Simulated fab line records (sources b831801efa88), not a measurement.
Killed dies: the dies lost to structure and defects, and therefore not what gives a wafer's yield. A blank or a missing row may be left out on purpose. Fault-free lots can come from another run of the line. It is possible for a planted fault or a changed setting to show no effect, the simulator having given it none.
fab line records :: flow sfqLine
record
  lots=14
  wafers=42
  lastDay=94
route steps=325 shown I3@144
lots that met no fault: taken from a fault-free run of the same line
startH: hours from the record's opening day to when the first of the lot's shown wafers began :: waitH: how many hours have passed since the lot's step before this one :: " as in the row above :: L1.1+2: a row that stands for several wafers :: - no value, or no start was given :: * or withheld: withheld :: < > ~ a bound
route shown NAME@n: names a module that has steps shown in the file, with the first one's number in the route :: usual: mean/standard deviation taken from wafers without a fault :: same: alike in all rows :: chamber/n: place in a boat :: sites: each site's reading :: _std_site: the standard deviation of these :: _edge_site: outer sites' mean less inner sites' :: radiusMm: how far each site lies from the wafer's centre :: mask NAME#n: copy n :: behind: tool/chamber where the wafer was last shaped :: hold: the reason the lot was held/the length of the hold in hours/how it ended :: device: transistor that didn't switch, given as n, p or np :: end of line: tests of these same wafers at the route's end :: a step with no rows: only its recipe :: killed: at the first sort, the dies lost to defects and structure; wafer yield is something else :: map: shows each die of a wafer: x if killed, . if not, _ if none is there
set.NAME: the setting the step ran with; set.NAME@STEP: the setting that earlier step ran with :: model.NAME: the simulator's own value behind a step, which no gauge read
a sample of lots followed through the steps of the route, with each step as a table and each wafer as a row
services: when a tool's chamber went out of use (startH, in hours from the record's first day, below 0 if earlier), for how many hours, and the reason
## steps
# step SFQ_TRILAYER_I3_VIA_BARC_OPEN_VIA_ETCH_121
# recipe
  maskMaterial=PR
  chemistry=O2
  targetDepthNm=125
  target=BARC
  sourceW=500
  biasW=80
  pressureMtorr=30
  timeS=41.7
# usual
  chamberPressureMTorr=30.000/0.029
  drypumpMotorCurrentA=5.6/0.45
  oesProductAu=0.685/0.0046
lot.wafer: L835.1
tool: rieDiel-04
chamber: 1
startH: 959.66
waitH: 0.0
chamberPressureMTorr: 30.049
drypumpMotorCurrentA: 5.6
oesProductAu: 0.688
rfHoursCounterH: 2

lot.wafer: L835.5
tool: rieDiel-04
chamber: 2
startH: 959.66
waitH: 0.0
chamberPressureMTorr: 30.057
drypumpMotorCurrentA: 5.5
oesProductAu: 0.690
rfHoursCounterH: -

lot.wafer: L835.6
tool: rieDiel-04
chamber: 3
startH: 959.66
waitH: 0.0
chamberPressureMTorr: 29.981
drypumpMotorCurrentA: 6.3
oesProductAu: 0.685
rfHoursCounterH: -

lot.wafer: L836.1
tool: rieDiel-03
chamber: 2
startH: 978.43
waitH: 0.0
chamberPressureMTorr: 30.032
drypumpMotorCurrentA: 5.7
oesProductAu: 0.672
rfHoursCounterH: 9

lot.wafer: L836.2
tool: rieDiel-03
chamber: 3
startH: 978.43
waitH: 0.0
chamberPressureMTorr: 30.028
drypumpMotorCurrentA: 5.0
oesProductAu: 0.689
rfHoursCounterH: 2

lot.wafer: L836.6
tool: rieDiel-03
chamber: 1
startH: 978.43
waitH: 0.0
chamberPressureMTorr: 30.019
drypumpMotorCurrentA: 5.8
oesProductAu: 0.686
rfHoursCounterH: -

lot.wafer: L838.1
tool: rieDiel-04
chamber: 3
startH: 1020.43
waitH: 0.0
chamberPressureMTorr: 29.973
drypumpMotorCurrentA: 6.2
oesProductAu: 0.680
rfHoursCounterH: 1

lot.wafer: L838.3
tool: rieDiel-04
chamber: 0
startH: 1020.43
waitH: 0.0
chamberPressureMTorr: 30.013
drypumpMotorCurrentA: 5.0
oesProductAu: 0.686
rfHoursCounterH: 0

lot.wafer: L838.4
tool: rieDiel-04
chamber: 2
startH: 1020.43
waitH: 0.0
chamberPressureMTorr: 30.048
drypumpMotorCurrentA: 5.5
oesProductAu: 0.690
rfHoursCounterH: -

lot.wafer: L839.2
tool: rieDiel-01
chamber: 0
startH: 1027.63
waitH: 0.0
chamberPressureMTorr: 29.983
drypumpMotorCurrentA: 5.4
oesProductAu: 0.683
rfHoursCounterH: 8

lot.wafer: L839.4
tool: rieDiel-01
chamber: 2
startH: 1027.63
waitH: 0.0
chamberPressureMTorr: 30.016
drypumpMotorCurrentA: 4.8
oesProductAu: 0.683
rfHoursCounterH: 10

lot.wafer: L839.5
tool: rieDiel-01
chamber: 0
startH: 1027.63
waitH: 0.0
chamberPressureMTorr: 29.961
drypumpMotorCurrentA: 5.4
oesProductAu: 0.685
rfHoursCounterH: -

lot.wafer: L840.1
tool: rieDiel-01
chamber: 0
startH: 1049.36
waitH: 0.0
chamberPressureMTorr: 29.961
drypumpMotorCurrentA: 5.4
oesProductAu: 0.686
rfHoursCounterH: 9

lot.wafer: L840.2
tool: rieDiel-01
chamber: 2
startH: 1049.36
waitH: 0.0
chamberPressureMTorr: 29.985
drypumpMotorCurrentA: 4.8
oesProductAu: 0.680
rfHoursCounterH: 10

lot.wafer: L840.3
tool: rieDiel-01
chamber: 1
startH: 1049.36
waitH: 0.0
chamberPressureMTorr: 30.040
drypumpMotorCurrentA: 5.2
oesProductAu: 0.684
rfHoursCounterH: 7

lot.wafer: L844.2
tool: rieDiel-04
chamber: 3
startH: 1089.31
waitH: 0.0
chamberPressureMTorr: 29.985
drypumpMotorCurrentA: 6.3
oesProductAu: 0.685
rfHoursCounterH: 2

lot.wafer: L844.5
tool: rieDiel-04
chamber: 3
startH: 1089.31
waitH: 0.0
chamberPressureMTorr: 30.018
drypumpMotorCurrentA: 6.3
oesProductAu: 0.689
rfHoursCounterH: -

lot.wafer: L844.6
tool: rieDiel-04
chamber: 2
startH: 1089.31
waitH: 0.0
chamberPressureMTorr: 29.966
drypumpMotorCurrentA: 5.5
oesProductAu: 0.687
rfHoursCounterH: -

lot.wafer: L848.1
tool: rieDiel-04
chamber: 1
startH: 1121.83
waitH: 0.0
chamberPressureMTorr: 29.998
drypumpMotorCurrentA: 5.6
oesProductAu: 0.691
rfHoursCounterH: 4

lot.wafer: L848.2
tool: rieDiel-04
chamber: 0
startH: 1121.83
waitH: 0.0
chamberPressureMTorr: 30.018
drypumpMotorCurrentA: 5.0
oesProductAu: 0.687
rfHoursCounterH: 1

lot.wafer: L848.5
tool: rieDiel-04
chamber: 3
startH: 1121.83
waitH: 0.0
chamberPressureMTorr: 30.016
drypumpMotorCurrentA: 6.3
oesProductAu: 0.679
rfHoursCounterH: -

lot.wafer: L850.2
tool: rieDiel-04
chamber: 3
startH: 1143.56
waitH: 0.0
chamberPressureMTorr: 36.013
drypumpMotorCurrentA: 6.3
oesProductAu: 0.683
rfHoursCounterH: 3

lot.wafer: L850.4
tool: rieDiel-04
chamber: 2
startH: 1143.56
waitH: 0.0
chamberPressureMTorr: 29.968
drypumpMotorCurrentA: 5.5
oesProductAu: 0.692
rfHoursCounterH: 8

lot.wafer: L850.5
tool: rieDiel-04
chamber: 1
startH: 1143.56
waitH: 0.0
chamberPressureMTorr: 30.052
drypumpMotorCurrentA: 5.6
oesProductAu: 0.677
rfHoursCounterH: -

lot.wafer: L851.1
tool: rieDiel-04
chamber: 3
startH: 1155.56
waitH: 0.0
chamberPressureMTorr: 36.045
drypumpMotorCurrentA: 6.3
oesProductAu: 0.686
rfHoursCounterH: 3

lot.wafer: L851.2
tool: rieDiel-04
chamber: 2
startH: 1155.56
waitH: 0.0
chamberPressureMTorr: 29.953
drypumpMotorCurrentA: 5.5
oesProductAu: 0.684
rfHoursCounterH: 8

lot.wafer: L851.6
tool: rieDiel-04
chamber: 3
startH: 1155.56
waitH: 0.0
chamberPressureMTorr: 35.940
drypumpMotorCurrentA: 6.3
oesProductAu: 0.680
rfHoursCounterH: -

lot.wafer: L853.1
tool: rieDiel-03
chamber: 0
startH: 1161.56
waitH: 0.0
chamberPressureMTorr: 29.951
drypumpMotorCurrentA: 6.2
oesProductAu: 0.685
rfHoursCounterH: 6

lot.wafer: L853.2
tool: rieDiel-03
chamber: 2
startH: 1161.56
waitH: 0.0
chamberPressureMTorr: 29.969
drypumpMotorCurrentA: 5.7
oesProductAu: 0.685
rfHoursCounterH: 11

lot.wafer: L853.6
tool: rieDiel-03
chamber: 0
startH: 1161.56
waitH: 0.0
chamberPressureMTorr: 29.995
drypumpMotorCurrentA: 6.2
oesProductAu: 0.692
rfHoursCounterH: -

lot.wafer: L854.2
tool: rieDiel-03
chamber: 3
startH: 1175.96
waitH: 0.0
chamberPressureMTorr: 29.995
drypumpMotorCurrentA: 5.0
oesProductAu: 0.684
rfHoursCounterH: 5

lot.wafer: L854.3
tool: rieDiel-03
chamber: 2
startH: 1175.96
waitH: 0.0
chamberPressureMTorr: 29.996
drypumpMotorCurrentA: 5.7
oesProductAu: 0.687
rfHoursCounterH: 11

lot.wafer: L854.4
tool: rieDiel-03
chamber: 0
startH: 1175.96
waitH: 0.0
chamberPressureMTorr: 30.005
drypumpMotorCurrentA: 6.2
oesProductAu: 0.680
rfHoursCounterH: 7

lot.wafer: L855.2
tool: rieDiel-01
chamber: 3
startH: 1187.96
waitH: 0.0
chamberPressureMTorr: 29.967
drypumpMotorCurrentA: 5.7
oesProductAu: 0.689
rfHoursCounterH: 10

lot.wafer: L855.3
tool: rieDiel-01
chamber: 0
startH: 1187.96
waitH: 0.0
chamberPressureMTorr: 29.989
drypumpMotorCurrentA: 5.4
oesProductAu: 0.684
rfHoursCounterH: 11

lot.wafer: L855.5
tool: rieDiel-01
chamber: 2
startH: 1187.96
waitH: 0.0
chamberPressureMTorr: 29.940
drypumpMotorCurrentA: 4.8
oesProductAu: 0.695
rfHoursCounterH: -

lot.wafer: L856.2
tool: rieDiel-03
chamber: 0
startH: 1197.56
waitH: 0.0
chamberPressureMTorr: 30.041
drypumpMotorCurrentA: 6.2
oesProductAu: 0.685
rfHoursCounterH: 7

lot.wafer: L856.4
tool: rieDiel-03
chamber: 3
startH: 1197.56
waitH: 0.0
chamberPressureMTorr: 29.968
drypumpMotorCurrentA: 5.0
oesProductAu: 0.691
rfHoursCounterH: 5

lot.wafer: L856.6
tool: rieDiel-03
chamber: 3
startH: 1197.56
waitH: 0.0
chamberPressureMTorr: 30.021
drypumpMotorCurrentA: 5.0
oesProductAu: 0.686
rfHoursCounterH: -

lot.wafer: L858.1
tool: rieDiel-03
chamber: 2
startH: 1201.16
waitH: 0.0
chamberPressureMTorr: 29.977
drypumpMotorCurrentA: 5.7
oesProductAu: 0.678
rfHoursCounterH: 12

lot.wafer: L858.2
tool: rieDiel-03
chamber: 0
startH: 1201.16
waitH: 0.0
chamberPressureMTorr: 29.984
drypumpMotorCurrentA: 6.2
oesProductAu: 0.688
rfHoursCounterH: 7

lot.wafer: L858.4
tool: rieDiel-03
chamber: 1
startH: 1201.16
waitH: 0.0
chamberPressureMTorr: 30.017
drypumpMotorCurrentA: 5.8
oesProductAu: 0.691
rfHoursCounterH: 8
## services
tool: rieDiel-03
chamber: 3
startH: 961.02
hours: 13.5
kind: repair

tool: rieDiel-04
chamber: -
startH: 964.58
hours: 2.8
kind: pm

tool: rieDiel-04
chamber: 3
startH: 977.23
hours: 6.2
kind: repair

tool: rieDiel-04
chamber: 0
startH: 978.36
hours: 6.9
kind: repair

tool: rieDiel-01
chamber: 0
startH: 981.06
hours: 13.2
kind: repair

tool: rieDiel-04
chamber: 3
startH: 999.10
hours: 2.4
kind: repair

tool: rieDiel-04
chamber: 0
startH: 1001.51
hours: -
kind: clean

tool: rieDiel-04
chamber: 0
startH: 1001.51
hours: -
kind: consumableReplace:showerhead

tool: rieDiel-04
chamber: 0
startH: 1001.51
hours: 18.9
kind: scheduledDown

tool: rieDiel-04
chamber: 0
startH: 1001.51
hours: 18.9
kind: ventCycle

tool: rieDiel-04
chamber: 1
startH: 1020.29
hours: 8.2
kind: repair

tool: rieDiel-03
chamber: -
startH: 1053.45
hours: 2.8
kind: pm

tool: rieDiel-03
chamber: 0
startH: 1057.02
hours: 7.0
kind: repair

tool: rieDiel-03
chamber: -
startH: 1077.99
hours: 14.6
kind: pm

tool: rieDiel-01
chamber: 3
startH: 1078.27
hours: 6.4
kind: repair

tool: rieDiel-03
chamber: 1
startH: 1105.31
hours: 1.3
kind: repair

tool: rieDiel-01
chamber: 3
startH: 1105.47
hours: 12.3
kind: repair

tool: rieDiel-04
chamber: 3
startH: 1168.19
hours: 13.5
kind: repair

tool: rieDiel-01
chamber: 1
startH: 1189.68
hours: 12.0
kind: repair
## key
firstSign
  step=SFQ_TRILAYER_I3_VIA_BARC_OPEN_VIA_ETCH_121
  reading=chamberPressureMTorr
  direction=up
  sigmas=99+
  usual=30.000
  struck=35.999
effect none on later readings
metAt SFQ_TRILAYER_I3_VIA_BARC_OPEN_VIA_ETCH_121
struckLots L850,L851
struckWafers L850.2,L851.1,L851.6
onsetBetween 1121.83 1143.56
fault
  kind=processParameterDrift
  tool=rieDiel-04
  chamber=3
  onsetH=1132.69
  steps=SFQ_TRILAYER_I3_VIA_BARC_OPEN_VIA_ETCH_121
  channel=pressureMtorr
  offset=6
  shape=step
  endH=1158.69
  actsIn=theseRecipesOnly
  stated=30
